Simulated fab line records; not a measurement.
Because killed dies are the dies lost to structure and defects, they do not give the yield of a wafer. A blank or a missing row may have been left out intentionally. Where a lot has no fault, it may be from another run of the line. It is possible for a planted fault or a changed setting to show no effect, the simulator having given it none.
One fault seen from 2 desks -- flow gf180mcu -- what lay behind the numbers comes last; until then each desk has only its own

== FOR THE TOOL OWNER'S DESK: furnace-01 ==
The tool's own readings at GF_DUAL_GATE_OXIDATION_02 (stabilise 600 s, purge 300 s, target thk 10.887 nm): means of the sampled wafers that have a number, for each lot that ran on this tool. Any lot whose mean is over 4 standard deviations away from the usual mean is out of limits and marked OUT; that distance is given in the brackets.
Columns: A = spike tc bottom C at GF_DUAL_GATE_OXIDATION_02, usual 921.6 C; B = spike tc centre C at GF_DUAL_GATE_OXIDATION_02, usual 899.4 C; C = spike tc lower C at GF_DUAL_GATE_OXIDATION_02, usual 900.4 C; D = spike tc top C at GF_DUAL_GATE_OXIDATION_02, usual 912.3 C; E = spike tc upper C at GF_DUAL_GATE_OXIDATION_02, usual 899.1 C; F = tube center temp C at GF_DUAL_GATE_OXIDATION_02, usual 900.00 C; G = zone power lower pct at GF_DUAL_GATE_OXIDATION_02, usual 19.3 %
lot,first seen here,A,B,C,D,E,F,G
L717,day 7 15:05,923.7,899.7,900.4,913.3,897.9,899.96,21.8
L721,day 8 20:22,922.0,899.7,900.4,913.2,899.0,900.01,21.8
L724,day 9 11:14,923.0,900.6,900.0,913.3,898.7,900.02,21.7
L726,day 10 01:31,933.1 (+6.4) OUT,908.5 (+9.1) OUT,911.1 (+12) OUT,922.5 (+6.8) OUT,908.3 (+9.2) OUT,900.00,22.2
L730,day 11 10:59,932.8 (+6.2) OUT,909.5 (+10) OUT,909.8 (+11) OUT,922.2 (+6.6) OUT,908.6 (+9.5) OUT,900.03,22.3
L739,day 14 01:43,922.1,900.5,900.8,913.4,899.0,900.03,21.8
This desk's finding: out of limits on L726, L730; first on L726, day 10 01:31 (spike tc bottom C at GF_DUAL_GATE_OXIDATION_02). L717, L721, L724, L739: within limits.

== FROM THE METROLOGY DESK ==
Lot by lot, what the gauges showed, no matter which tool ran the lot: averages of those sampled wafers that carry a number. Any lot whose mean is over 4 standard deviations away from the usual mean is out of limits and marked OUT; that distance is given in the brackets.
Columns: A = VT_IMPLANT_03_OVL at GF_VT_IMPLANT_OVL_MEAS_40, usual 0.0 nm; B = DUAL_GATE_OXIDATION_00_THK at GF_DUAL_GATE_THK_MEAS_03, usual 10.61 nm
lot,first seen here,A,B
L717,day 7 13:48,-0.6,10.83
L718,day 7 21:10,0.5,10.61
L719,day 8 02:40,-0.4,10.67
L720,day 8 05:58,-1.1,10.22
L721,day 8 19:03,-1.0,10.74
L724,day 9 10:03,0.4,10.63
L726,day 10 00:22,-0.0,11.75 (+5.4) OUT
L728,day 10 14:49,-0.7,10.71
L730,day 11 05:31,-0.5,11.59 (+4.7) OUT
L733,day 12 12:24,-0.5,10.71
L739,day 14 00:34,-0.3,10.67
L740,day 14 03:37,1.6,10.76
This desk finds L726, L730 out of limits, with the earliest case on L726 at day 10 02:59 (DUAL_GATE_OXIDATION_00_THK at GF_DUAL_GATE_THK_MEAS_03). L717, L718, L719, L720, L721, L724, L728, L733, L739, L740: within limits.

== TAKEN TOGETHER ==
An alarm could have come from the tool owner's desk at day 10 01:31, on L726, L730.
The metrology desk could have raised an alarm at day 10 02:59, on L726, L730.
Of the lots named, all ran GF_DUAL_GATE_OXIDATION_02 on furnace-01.

== WHAT WAS PUT IN BY THE SIMULATOR ==
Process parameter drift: furnace-01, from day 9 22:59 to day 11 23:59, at GF_DUAL_GATE_OXIDATION_02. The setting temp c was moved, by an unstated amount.
Shown lots that were struck: L726, L730.
Delay (hours) between the fault's onset and each desk's first out-of-limits reading: 3 at the tool owner's desk, 4 at the metrology desk.
